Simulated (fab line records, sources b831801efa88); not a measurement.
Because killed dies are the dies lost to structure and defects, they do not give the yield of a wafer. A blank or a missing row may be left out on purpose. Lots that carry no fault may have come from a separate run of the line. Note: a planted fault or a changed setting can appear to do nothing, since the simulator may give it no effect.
A single fault, viewed from 2 desks | flow sky130 | each desk has only its own numbers; what lay behind them comes last

## DESK OF THE TOOL OWNER: litho track-03
At SKY_METAL1_SOFTBAKE_11 (time 90 s), the tool's own readings, given per lot that ran on this tool as the mean of the sampled wafers with a number. Any lot whose mean is over 4 standard deviations away from the usual mean is out of limits and marked OUT; that distance is given in the brackets.
Columns: A = heater power total W at SKY_METAL1_SOFTBAKE_11, usual 57.35 W; B = run length s at SKY_METAL1_SOFTBAKE_11, usual 119.17 s
lot  | first seen here | A               | B
L391 | day 33 14:00    | 57.37           | 118.95
L395 | day 34 22:00    | 57.39           | 119.01
L398 | day 35 17:00    | 57.34           | 118.95
L401 | day 37 02:00    | 60.06 (+25) OUT | 106.45 (-51) OUT
L402 | day 37 03:00    | 60.10 (+25) OUT | 106.60 (-50) OUT
Finding of this desk: L401, L402 out of limits; the first was L401 at day 37 02:00, on heater power total W at SKY_METAL1_SOFTBAKE_11. In limits: L391, L395, L398.

## THE METROLOGY DESK
Means of the sampled wafers that have a number, per lot and without regard to the tool the lot ran on: this is what the gauges read. Any lot whose mean is over 4 standard deviations away from the usual mean is out of limits and marked OUT; that distance is given in the brackets.
Columns: A = cd nm at SKY_POLY_CUT_CD_MEAS_08, usual 270.0 nm
lot  | first seen here | A
L387 | day 24 17:46    | 271.0
L391 | day 25 17:50    | 268.0
L395 | day 27 06:09    | 269.9
L397 | day 27 21:43    | 271.9
L398 | day 28 03:12    | 269.1
L400 | day 28 23:04    | 266.7
L401 | day 29 14:46    | 272.3
L402 | day 29 15:04    | 269.8
L405 | day 30 04:38    | 269.6
L407 | day 30 23:51    | 268.2
L408 | day 31 03:02    | 270.4
L410 | day 31 19:55    | 270.8
This desk's verdict: no lot among the 12 shows anything out of limits.

## ALL TOGETHER
At day 37 02:00, on L401, L402, the tool owner's desk was in a position to raise an alarm.
Nothing out of limits was seen by the metrology desk.
The metrology desk holds a record of L401, L402, inside its limits.
All the named lots went through SKY_METAL1_SOFTBAKE_11 on litho track-03.

## WHAT WAS PUT IN BY THE SIMULATOR
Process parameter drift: litho track-03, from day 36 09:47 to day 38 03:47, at SKY_METAL1_SOFTBAKE_11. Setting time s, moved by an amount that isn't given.
Struck lots among those shown: L401, L402.
Each desk's first reading out of limits, in hours after the fault started: the tool owner's desk, 16.
